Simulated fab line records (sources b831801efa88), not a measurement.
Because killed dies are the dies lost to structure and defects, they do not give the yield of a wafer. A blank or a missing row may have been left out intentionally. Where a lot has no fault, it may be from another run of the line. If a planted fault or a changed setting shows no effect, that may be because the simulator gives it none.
A lot that was struck, set against a sound lot ; flow sfq_line ; 14 out of 325 route steps
Sound: the wafers L850.1, L850.2, L850.5. Struck: wafer L855.6 (left out: L855.2, L855.4 of the same lot, which were not struck); the cause appears at the end.
At each step with rows: each side's tool, then ch and its chambers, then its first start. Under that, the readings that differ: sound wafers ; struck wafers ; difference of the means ; sigmas: that difference in standard deviations of wafers without a fault.
alike: same words and numbers on both sides, and readings whose means sit less than 2 such deviations apart. not compared: any withheld reading, any reading some wafer has no value for, any bound like >300 that may hide the same value, and any number with overlapping values for which the record gives no deviation.
A row with sigmas, a row that says differs or no value, or rows on one side alone: a step with any of these is where the two part. Numbers that have no deviation but don't overlap get no sigmas and don't part them. A reading missing from all wafers of one side parts the sides only when that side holds two or more wafers.

first, 7 steps without rows for these wafers: SFQ_TRILAYER_JJ_CE_STRIP_SOLV_CLEAN_121 (cleans in NMP, time 600 s); SFQ_TRILAYER_M5_LITHO_COAT_128 (resist thk 62 nm); SFQ_TRILAYER_M5_LITHO_COAT_123 (resist thk 600 nm); SFQ_TRILAYER_M5_LITHO_SOFTBAKE_127; SFQ_TRILAYER_M5_LITHO_EXPOSE_124 (exposes mask M5, target cd 700 nm); SFQ_TRILAYER_M5_LITHO_PEB_126 (peb time 60 s); SFQ_TRILAYER_M5_LITHO_DEVELOP_125 (time 60 s).
SFQ_M5_OVL_MEAS_932:
  sound on overlay-02 at day 61 05:50; struck on overlay-01 at day 61 19:10
reading;sound;struck;difference;sigmas
M5_OVL (nm);-1 -9 -2;11;+15;+2
SFQ_TRILAYER_M5_BARC_OPEN_METAL_ETCH_161: etches BARC in O2, target depth 125 nm, time 41.7 s.
  sound on rie_metal-02 ch 0,1, day 61 05:52; struck on rie_metal-01 ch 1, day 61 19:11
reading;sound;struck;difference;sigmas
oes_product_au (a.u.);0.689 0.687 0.688;0.677;-0.011;-2
  alike: drypump_motor_current_A
  not compared: rf_hours_counter_h
SFQ_TRILAYER_M5_ETCH_METAL_ETCH_126: etches Nb in Cl2/BCl3, stops on SiO2, time 203.2 s, target depth 265 nm.
  sound on rie_metal-02 ch 0,1, day 61 05:56; struck on rie_metal-01 ch 1, day 61 19:15
  alike: drypump_motor_current_A, oes_product_au
  not compared: rf_hours_counter_h
SFQ_TRILAYER_M5_STRIP_STRIP_127: strips in O2.
  sound on rie_metal-02 ch 0,1, day 61 06:07; struck on rie_metal-01 ch 1, day 61 19:27
reading;sound;struck;difference;sigmas
oes_product_au (a.u.);0.988 0.991 0.990;1.014;+0.024;+3
  alike: drypump_motor_current_A
  not compared: rf_hours_counter_h
then, 1 step without rows for these wafers: SFQ_TRILAYER_M5_STRIP_SOLV_CLEAN_128 (cleans in NMP, time 600 s).
SFQ_TRILAYER_A5B_DEP_PECVD_129: deposits SiO2 from SiH4/N2O, time 133.33 s, target thk 600 nm.
  sound on pecvd-03 ch 0,1, day 61 06:54; struck on pecvd-03 ch 1, day 61 20:13
reading;sound;struck;difference;sigmas
run_length_s (s);160.9 160.0 160.1;170.9;+10.6;+18
model.SiO2_of_TRILAYER_A5B_DEP_PECVD_129.thk_nm (nm);594.7 601.8 611;653.9;+51.4;
  alike: heater_power_w, susceptor_temp_C, throttle_valve_pct
SFQ_TRILAYER_A5B_CMP_CMP_130: polishes, stops on Nb, target thk 340.7 nm.
  sound on cmp-01 ch 0,1,3, day 61 07:29; struck on cmp-02 ch 3, day 61 23:56
reading;sound;struck;difference;sigmas
motor_current_A (A);8.3 9.9 9.8;11.8;+2.5;+3
  alike: edge_zone_pressure_frac

== WHERE THEY PART ==
At SFQ_M5_OVL_MEAS_932 first; at SFQ_TRILAYER_A5B_CMP_CMP_130 last (within this record only).

WHY: what the simulator had put in
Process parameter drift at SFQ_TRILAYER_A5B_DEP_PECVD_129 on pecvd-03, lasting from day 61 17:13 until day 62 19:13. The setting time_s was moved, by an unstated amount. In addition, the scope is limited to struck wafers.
